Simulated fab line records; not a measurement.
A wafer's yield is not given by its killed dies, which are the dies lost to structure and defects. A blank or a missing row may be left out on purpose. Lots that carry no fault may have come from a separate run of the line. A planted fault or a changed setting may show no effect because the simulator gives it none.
One fault through the eyes of 2 desks / flow sky130 / each desk holds nothing but its own numbers, with what lay behind them at the end

THE TOOL OWNER'S DESK: pvdSputter-01
The tool's own readings at SKY_METAL5_SPUTTER_02 (material AlCu, target thk 1150 nm, time 61.2 s): means of the sampled wafers that have a number, for each lot that ran on this tool. If a lot's mean is further than 4 standard deviations from the usual mean, the lot is out of limits and carries the mark OUT (the distance appears in the brackets).
Columns: A = throttleValvePct at SKY_METAL5_SPUTTER_02, usual 30.1 %
lot=L121; first seen here=day 43 04:07; A=31.1
lot=L125; first seen here=day 44 03:55; A=30.7
lot=L128; first seen here=day 44 17:23; A=30.5
lot=L129; first seen here=day 45 02:18; A=30.7
lot=L131; first seen here=day 45 06:32; A=31.1
lot=L144; first seen here=day 48 16:04; A=30.1
This desk's finding: nothing out of limits on any of the 6 lots.

AT THE METROLOGY DESK
Lot by lot, what the gauges showed, no matter which tool ran the lot: averages of those sampled wafers that carry a number. If a lot's mean is further than 4 standard deviations from the usual mean, the lot is out of limits and carries the mark OUT (the distance appears in the brackets).
Columns: A = VIA3_W_RS at SKY_VIA3_RS_MEAS_22, usual 0.294 ohm/sq; B = METAL5_ALCU_RS at SKY_METAL5_RS_MEAS_05, usual 0.02706 ohm/sq; C = METAL5_ALCU_THK at SKY_METAL5_THK_MEAS_06, usual 1172 nm
lot=L121; first seen here=day 40 00:32; A=0.297; B=0.02713; C=1182
lot=L125; first seen here=day 41 03:15; A=0.289; B=0.02694; C=1172
lot=L128; first seen here=day 41 16:32; A=0.292; B=0.02738; C=1162
lot=L129; first seen here=day 42 01:44; A=0.297; B=0.02578 (-5.6) OUT; C=1228 (+4.7) OUT
lot=L131; first seen here=day 42 05:56; A=0.295; B=0.02668; C=1189
lot=L136; first seen here=day 44 02:25; A=0.295; B=0.02693; C=1174
lot=L137; first seen here=day 44 07:52; A=0.292; B=0.02703; C=1173
lot=L140; first seen here=day 44 22:18; A=0.291; B=0.02702; C=1177
lot=L141; first seen here=day 45 00:14; A=0.294; B=0.02706; C=1169
lot=L144; first seen here=day 46 00:35; A=0.293; B=0.02703; C=1173
This desk finds L129 out of limits, with the earliest case on L129 at day 45 02:28 (METAL5_ALCU_RS at SKY_METAL5_RS_MEAS_05). L121, L125, L128, L131, L136, L137, L140, L141, L144 stayed within limits.

BROUGHT TOGETHER
The metrology desk could have raised an alarm at day 45 02:28, on L129.
The desk of the tool owner found nothing out of limits.
On record at the tool owner's desk: L129, within its limits.
All the named lots went through SKY_METAL5_SPUTTER_02 on pvdSputter-01.

WHAT HAD BEEN PUT IN BY THE SIMULATOR
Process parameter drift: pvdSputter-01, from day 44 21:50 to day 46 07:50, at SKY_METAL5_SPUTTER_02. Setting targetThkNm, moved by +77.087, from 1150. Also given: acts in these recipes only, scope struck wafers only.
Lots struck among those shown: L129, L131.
Per desk, hours elapsed from the start of the fault to the first reading out of limits: for the metrology desk, 5.
